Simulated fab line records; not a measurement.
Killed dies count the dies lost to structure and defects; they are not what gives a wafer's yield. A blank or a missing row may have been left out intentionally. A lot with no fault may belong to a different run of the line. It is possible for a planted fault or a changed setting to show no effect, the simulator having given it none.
fab line records ; flow gf180mcu
record: lots: 14; wafers: 42; last_day: 34
route steps=602 shown STI@13 MVPSD@86 HV_LDD@208
lots that met no fault: from a run of the same line without faults
start_h: start of the lot's first displayed wafer, in hours after the record's first day ; wait_h: hours since the lot's step before ; " the same as in the row above ; L1.1+2: a row that stands for several wafers ; - no value, or no start was given ; * or withheld: withheld ; < > ~ a bound
route shown NAME@n: NAME is a module with steps in the file, n the number in the route of the first one ; usual: mean/standard deviation taken from wafers without a fault ; same: alike in all rows ; chamber/n: place in a boat ; sites: per-site readings ; _std_site: the values' standard deviation ; _edge_site: mean of outer sites minus mean of inner sites ; radius_mm: for every site, how far away it sits from the centre of the wafer ; mask NAME#n: copy n ; behind: the last tool/chamber to shape the wafer ; hold: why the lot was held/for how many hours/how that ended ; device: which transistor (n, p or np) failed to switch ; end of line: the route-end tests of the same wafers ; step lacking rows: just its recipe ; killed: count of dies lost to structure and defects at first sort (not the wafer's yield) ; map: dies across one wafer; x = killed, . = not, _ = none there
set.NAME: the run value of the setting; set.NAME@STEP: its run value at that earlier step ; model.NAME: the simulator's own value behind a step, which no gauge read
a sample of lots followed through the steps of the route, with each step as a table and each wafer as a row
services: when a tool's chamber went out of use (start_h, in hours from the record's first day, below 0 if earlier), for how many hours, and the reason
== steps ==
step: GF_STI_CD_MEAS_12
recipe: target_cd_nm: 220
usual: cd_nm: 219.9/1.4
lot.wafer;tool;chamber;start_h;wait_h;cd_nm
L527.1;cd_sem-01;-;26.48;0.1;220.2
L527.2;cd_sem-01;-;26.48;0.1;222.1
L527.6;cd_sem-01;-;26.48;0.1;220.1
L528.4;cd_sem-01;-;30.46;0.1;218.9
L528.5;cd_sem-01;-;30.46;0.1;218.5
L528.6;cd_sem-01;-;30.46;0.1;219.5
L529.2;cd_sem-02;-;36.10;0.1;218.8
L529.3;cd_sem-02;-;36.10;0.1;218.8
L529.5;cd_sem-02;-;36.10;0.1;218.3
L530.2;cd_sem-02;-;40.60;0.1;220.6
L530.3;cd_sem-02;-;40.60;0.1;218.8
L530.6;cd_sem-02;-;40.60;0.1;218.2
L531.2;cd_sem-01;-;46.62;0.1;222.5
L531.3;cd_sem-01;-;46.62;0.1;221.6
L531.4;cd_sem-01;-;46.62;0.1;221.6
L532.2;cd_sem-02;-;51.10;0.1;220.0
L532.3;cd_sem-02;-;51.10;0.1;219.9
L532.6;cd_sem-02;-;51.10;0.1;220.5
L533.1;cd_sem-01;-;56.13;0.1;218.7
L533.2;cd_sem-01;-;56.13;0.1;219.3
L533.4;cd_sem-01;-;56.13;0.1;218.2
L536.1;cd_sem-01;-;72.75;0.1;221.8
L536.2;cd_sem-01;-;72.75;0.1;221.1
L536.3;cd_sem-01;-;72.75;0.1;222.4
L541.1;cd_sem-01;-;96.78;0.1;221.2
L541.4;cd_sem-01;-;96.78;0.1;221.1
L541.6;cd_sem-01;-;96.78;0.1;220.6
L542.1;cd_sem-02;-;102.55;0.1;219.0
L542.2;cd_sem-02;-;102.55;0.1;218.7
L542.4;cd_sem-02;-;102.55;0.1;219.2
L544.2;cd_sem-01;-;112.97;0.1;218.9
L544.3;cd_sem-01;-;112.97;0.1;218.9
L544.4;cd_sem-01;-;112.97;0.1;218.6
L546.2;cd_sem-01;-;125.15;0.1;217.3
L546.4;cd_sem-01;-;125.15;0.1;217.5
L546.5;cd_sem-01;-;125.15;0.1;217.7
L547.1;cd_sem-01;-;128.63;0.1;221.4
L547.2;cd_sem-01;-;128.63;0.1;221.7
L547.3;cd_sem-01;-;128.63;0.1;220.9
L550.1;cd_sem-01;-;144.05;0.1;221.7
L550.3;cd_sem-01;-;144.05;0.1;220.3
L550.5;cd_sem-01;-;144.05;0.1;221.8
step: GF_STI_THK_MEAS_30
recipe: reads: SiO2_of_STI_OXIDATION_29
usual: STI_OXIDATION_02_THK: 9.93/0.19
lot.wafer;tool;chamber;start_h;wait_h;STI_OXIDATION_02_THK[nm]
L527.1;film_metro-03;-;31.39;0.0;9.91
L527.2;film_metro-03;-;31.39;0.0;10.11
L527.6;film_metro-03;-;31.39;0.0;9.95
L528.4;film_metro-02;-;35.04;0.0;10.44
L528.5;film_metro-02;-;35.04;0.0;10.29
L528.6;film_metro-02;-;35.04;0.0;10.26
L529.2;film_metro-03;-;41.43;0.0;9.89
L529.3;film_metro-03;-;41.43;0.0;9.61
L529.5;film_metro-03;-;41.43;0.0;9.79
L530.2;film_metro-02;-;45.45;0.0;9.98
L530.3;film_metro-02;-;45.45;0.0;9.93
L530.6;film_metro-02;-;45.45;0.0;9.98
L531.2;film_metro-03;-;51.00;0.0;10.05
L531.3;film_metro-03;-;51.00;0.0;10.07
L531.4;film_metro-03;-;51.00;0.0;10.11
L532.2;film_metro-01;-;55.86;0.0;9.87
L532.3;film_metro-01;-;55.86;0.0;9.89
L532.6;film_metro-01;-;55.86;0.0;9.80
L533.1;film_metro-02;-;61.02;0.0;10.50
L533.2;film_metro-02;-;61.02;0.0;10.19
L533.4;film_metro-02;-;61.02;0.0;10.13
L536.1;film_metro-02;-;77.98;0.0;9.74
L536.2;film_metro-02;-;77.98;0.0;9.69
L536.3;film_metro-02;-;77.98;0.0;9.60
L541.1;film_metro-02;-;104.09;0.0;9.89
L541.4;film_metro-02;-;104.09;0.0;9.74
L541.6;film_metro-02;-;104.09;0.0;9.65
L542.1;film_metro-01;-;109.45;0.0;9.92
L542.2;film_metro-01;-;109.45;0.0;10.06
L542.4;film_metro-01;-;109.45;0.0;9.84
L544.2;film_metro-02;-;117.65;0.0;9.91
L544.3;film_metro-02;-;117.65;0.0;9.79
L544.4;film_metro-02;-;117.65;0.0;9.82
L546.2;film_metro-01;-;130.20;0.0;9.86
L546.4;film_metro-01;-;130.20;0.0;10.14
L546.5;film_metro-01;-;130.20;0.0;9.97
L547.1;film_metro-01;-;135.65;0.0;9.88
L547.2;film_metro-01;-;135.65;0.0;9.94
L547.3;film_metro-01;-;135.65;0.0;9.85
L550.1;film_metro-02;-;148.68;0.0;9.97
L550.3;film_metro-02;-;148.68;0.0;10.02
L550.5;film_metro-02;-;148.68;0.0;10.02
step: GF_MVPSD_IMPLANT_08
recipe: species: B; energy_kev: 170; dose_cm2: 1.5e+13; tilt_deg: 0
usual: tilt_deg: 0.003/0.021
lot.wafer;tool;chamber;start_h;wait_h;tilt_deg
L527.1;implanter-02;0;96.89;0.0;0.025
L527.2;implanter-02;0;96.89;0.0;0.000
L527.6;implanter-02;0;96.89;0.0;-0.001
L528.4;implanter-02;0;101.98;0.1;0.006
L528.5;implanter-02;0;101.98;0.1;0.027
L528.6;implanter-02;0;101.98;0.1;0.014
L529.2;implanter-02;0;109.91;0.0;-0.003
L529.3;implanter-02;0;109.91;0.0;-0.005
L529.5;implanter-02;0;109.91;0.0;0.028
L530.2;implanter-03;0;114.21;0.0;0.003
L530.3;implanter-03;0;114.21;0.0;0.004
L530.6;implanter-03;0;114.21;0.0;0.024
L531.2;implanter-03;0;119.74;0.0;-0.017
L531.3;implanter-03;0;119.74;0.0;0.005
L531.4;implanter-03;0;119.74;0.0;-0.014
L532.2;implanter-01;0;126.43;0.0;-0.007
L532.3;implanter-01;0;126.43;0.0;0.015
L532.6;implanter-01;0;126.43;0.0;0.007
L533.1;implanter-03;0;132.67;0.0;0.023
L533.2;implanter-03;0;132.67;0.0;0.051
L533.4;implanter-03;0;132.67;0.0;-0.003
L536.1;implanter-02;0;152.14;0.0;-0.010
L536.2;implanter-02;0;152.14;0.0;-0.011
L536.3;implanter-02;0;152.14;0.0;-0.021
L541.1;implanter-01;0;183.05;0.0;-0.002
L541.4;implanter-01;0;183.05;0.0;0.006
L541.6;implanter-01;0;183.05;0.0;0.009
L542.1;implanter-02;0;188.06;0.0;-0.053
L542.2;implanter-02;0;188.06;0.0;0.005
L542.4;implanter-02;0;188.06;0.0;0.013
L544.2;implanter-03;0;198.01;0.0;4.194
L544.3;implanter-03;0;198.01;0.0;4.218
L544.4;implanter-03;0;198.01;0.0;4.193
L546.2;implanter-03;0;211.59;0.0;4.222
L546.4;implanter-03;0;211.59;0.0;4.218
L546.5;implanter-03;0;211.59;0.0;4.231
L547.1;implanter-03;0;219.09;0.0;4.183
L547.2;implanter-03;0;219.09;0.0;4.153
L547.3;implanter-03;0;219.09;0.0;4.178
L550.1;implanter-01;0;234.00;0.0;0.001
L550.3;implanter-01;0;234.00;0.0;-0.038
L550.5;implanter-01;0;234.00;0.0;-0.009
step: GF_MVPSD_TW_MEAS_11
usual: MVPSD_TW: 552/3.6
lot.wafer;tool;chamber;start_h;wait_h;MVPSD_TW
L527.1;film_metro-02;-;97.29;0.1;553
L527.2;film_metro-02;-;97.29;0.1;550
L527.6;film_metro-02;-;97.29;0.1;550
L528.4;film_metro-04;-;102.33;0.1;553
L528.5;film_metro-04;-;102.33;0.1;554
L528.6;film_metro-04;-;102.33;0.1;554
L529.2;film_metro-04;-;110.30;0.1;556
L529.3;film_metro-04;-;110.30;0.1;552
L529.5;film_metro-04;-;110.30;0.1;555
L530.2;film_metro-04;-;114.60;0.1;556
L530.3;film_metro-04;-;114.60;0.1;555
L530.6;film_metro-04;-;114.60;0.1;555
L531.2;film_metro-01;-;120.13;0.1;551
L531.3;film_metro-01;-;120.13;0.1;549
L531.4;film_metro-01;-;120.13;0.1;553
L532.2;film_metro-04;-;126.81;0.1;553
L532.3;film_metro-04;-;126.81;0.1;554
L532.6;film_metro-04;-;126.81;0.1;553
L533.1;film_metro-04;-;133.07;0.1;554
L533.2;film_metro-04;-;133.07;0.1;554
L533.4;film_metro-04;-;133.07;0.1;549
L536.1;film_metro-04;-;152.54;0.1;554
L536.2;film_metro-04;-;152.54;0.1;557
L536.3;film_metro-04;-;152.54;0.1;553
L541.1;film_metro-01;-;183.61;0.2;547
L541.4;film_metro-01;-;183.61;0.2;544
L541.6;film_metro-01;-;183.61;0.2;546
L542.1;film_metro-04;-;188.46;0.1;553
L542.2;film_metro-04;-;188.46;0.1;552
L542.4;film_metro-04;-;188.46;0.1;551
L544.2;film_metro-02;-;198.40;0.1;603
L544.3;film_metro-02;-;198.40;0.1;606
L544.4;film_metro-02;-;198.40;0.1;605
L546.2;film_metro-04;-;211.97;0.1;611
L546.4;film_metro-04;-;211.97;0.1;610
L546.5;film_metro-04;-;211.97;0.1;608
L547.1;film_metro-04;-;219.49;0.1;612
L547.2;film_metro-04;-;219.49;0.1;609
L547.3;film_metro-04;-;219.49;0.1;613
L550.1;film_metro-02;-;234.40;0.1;548
L550.3;film_metro-02;-;234.40;0.1;550
L550.5;film_metro-02;-;234.40;0.1;550
step: GF_VT_IMPLANT_RS_MEAS_49
recipe: thk_meas_gauge: four-point-probe
usual: MVPSD_RS: 1168.4/2.7
lot.wafer;tool;chamber;start_h;wait_h;MVPSD_RS[ohm/sq]
L527.1;film_metro-01;-;157.71;0.1;1168.9
L527.2;film_metro-01;-;157.71;0.1;1171.2
L527.6;film_metro-01;-;157.71;0.1;1172.1
L528.4;film_metro-02;-;162.81;0.1;1168.0
L528.5;film_metro-02;-;162.81;0.1;1165.5
L528.6;film_metro-02;-;162.81;0.1;1166.6
L529.2;film_metro-02;-;173.47;0.1;1174.7
L529.3;film_metro-02;-;173.47;0.1;1167.6
L529.5;film_metro-02;-;173.47;0.1;1169.1
L530.2;film_metro-02;-;177.58;0.1;1169.2
L530.3;film_metro-02;-;177.58;0.1;1168.6
L530.6;film_metro-02;-;177.58;0.1;1168.9
L531.2;film_metro-02;-;183.73;0.1;1162.1
L531.3;film_metro-02;-;183.73;0.1;1165.3
L531.4;film_metro-02;-;183.73;0.1;1164.4
L532.2;film_metro-04;-;191.34;0.1;1168.8
L532.3;film_metro-04;-;191.34;0.1;1165.4
L532.6;film_metro-04;-;191.34;0.1;1167.1
L533.1;film_metro-02;-;199.10;0.1;1164.9
L533.2;film_metro-02;-;199.10;0.1;1165.1
L533.4;film_metro-02;-;199.10;0.1;1168.0
L536.1;film_metro-01;-;220.86;0.1;1168.8
L536.2;film_metro-01;-;220.86;0.1;1167.2
L536.3;film_metro-01;-;220.86;0.1;1167.4
L541.1;film_metro-04;-;254.92;0.1;1166.2
L541.4;film_metro-04;-;254.92;0.1;1169.5
L541.6;film_metro-04;-;254.92;0.1;1170.4
L542.1;film_metro-01;-;261.11;0.1;1166.7
L542.2;film_metro-01;-;261.11;0.1;1168.0
L542.4;film_metro-01;-;261.11;0.1;1170.6
L544.2;film_metro-04;-;271.80;0.1;1346.8
L544.3;film_metro-04;-;271.80;0.1;1345.1
L544.4;film_metro-04;-;271.80;0.1;1349.7
L546.2;film_metro-04;-;288.02;0.1;1346.7
L546.4;film_metro-04;-;288.02;0.1;1346.2
L546.5;film_metro-04;-;288.02;0.1;1348.2
L547.1;film_metro-02;-;296.25;0.1;1341.5
L547.2;film_metro-02;-;296.25;0.1;1341.6
L547.3;film_metro-02;-;296.25;0.1;1346.9
L550.1;film_metro-02;-;312.06;0.1;1165.4
L550.3;film_metro-02;-;312.06;0.1;1162.2
L550.5;film_metro-02;-;312.06;0.1;1167.1
step: GF_HV_LDD_OVL_MEAS_32
usual: HV_LDD_02_OVL: 0.0/1.5
lot.wafer;tool;chamber;start_h;wait_h;HV_LDD_02_OVL[nm]
L527.1;overlay-01;-;253.45;0.1;-1.5
L527.2;overlay-01;-;253.45;0.1;-0.1
L527.6;overlay-01;-;253.45;0.1;0.8
L528.4;overlay-02;-;257.92;0.1;-3.2
L528.5;overlay-02;-;257.92;0.1;-1.0
L528.6;overlay-02;-;257.92;0.1;-1.0
L529.2;overlay-01;-;270.28;0.1;0.1
L529.3;overlay-01;-;270.28;0.1;2.2
L529.5;overlay-01;-;270.28;0.1;-0.2
L530.2;overlay-01;-;275.74;0.1;-0.2
L530.3;overlay-01;-;275.74;0.1;3.1
L530.6;overlay-01;-;275.74;0.1;1.9
L531.2;overlay-02;-;282.12;0.1;0.0
L531.3;overlay-02;-;282.12;0.1;1.8
L531.4;overlay-02;-;282.12;0.1;-0.5
L532.2;overlay-01;-;290.54;0.1;0.9
L532.3;overlay-01;-;290.54;0.1;-0.3
L532.6;overlay-01;-;290.54;0.1;-0.2
L533.1;overlay-01;-;299.40;0.1;1.3
L533.2;overlay-01;-;299.40;0.1;1.3
L533.4;overlay-01;-;299.40;0.1;0.6
L536.1;overlay-02;-;326.62;0.1;-2.0
L536.2;overlay-02;-;326.62;0.1;-0.2
L536.3;overlay-02;-;326.62;0.1;-1.7
L541.1;overlay-02;-;368.37;0.1;2.4
L541.4;overlay-02;-;368.37;0.1;1.2
L541.6;overlay-02;-;368.37;0.1;0.7
L542.1;overlay-02;-;379.12;0.1;-1.0
L542.2;overlay-02;-;379.12;0.1;-1.2
L542.4;overlay-02;-;379.12;0.1;-1.2
L544.2;overlay-01;-;398.90;0.1;2.8
L544.3;overlay-01;-;398.90;0.1;4.5
L544.4;overlay-01;-;398.90;0.1;2.5
L546.2;overlay-01;-;413.09;0.1;1.1
L546.4;overlay-01;-;413.09;0.1;1.5
L546.5;overlay-01;-;413.09;0.1;0.0
L547.1;overlay-01;-;427.72;0.1;0.6
L547.2;overlay-01;-;427.72;0.1;-2.7
L547.3;overlay-01;-;427.72;0.1;0.5
L550.1;overlay-02;-;437.58;0.1;-3.6
L550.3;overlay-02;-;437.58;0.1;-4.3
L550.5;overlay-02;-;437.58;0.1;-2.5
== services ==
tool;chamber;start_h;hours;kind
implanter-03;-;76.14;3.1;repair
implanter-02;-;84.50;6.5;pm
implanter-01;-;97.74;25.5;pm
implanter-01;-;128.80;2.4;repair
implanter-01;-;153.27;2.4;pm
implanter-02;-;178.09;2.5;pm
implanter-03;-;201.84;6.2;repair
implanter-01;-;207.88;2.5;repair
implanter-03;-;220.16;1.7;repair
== key ==
first_sign: step: GF_MVPSD_IMPLANT_08; reading: tilt_deg; direction: up; sigmas: 99+; usual: 0.003; struck: 4.199
effect: step: GF_MVPSD_TW_MEAS_11; reading: MVPSD_TW; direction: up; sigmas: 16; usual: 552; struck: 609
effect: step: GF_VT_IMPLANT_RS_MEAS_49; reading: MVPSD_RS; direction: up; sigmas: 67; usual: 1168.4; struck: 1345.9
met_at GF_MVPSD_IMPLANT_08
struck_lots L544,L546,L547
tester_left_out L544,L546,L547
not_acting_at GF_STI_CD_MEAS_12,GF_STI_THK_MEAS_30,GF_HV_LDD_OVL_MEAS_32
onset_between 132.67 198.01
fault: kind: process_parameter_drift; tool: implanter-03; chamber: -; onset_h: 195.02; steps: GF_MVPSD_IMPLANT_08; channel: tilt_deg; offset: 4.1772; shape: step; end_h: 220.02; acts_in: these_recipes_only; stated: 0
tester_left_out: of these lots the tester's yield and bins aren't shown, on N5 and GAA mostly nor the transistor test; their killed dies are dies lost to structure and defects alone, not to doping, threshold or leakage, so they don't give the yield
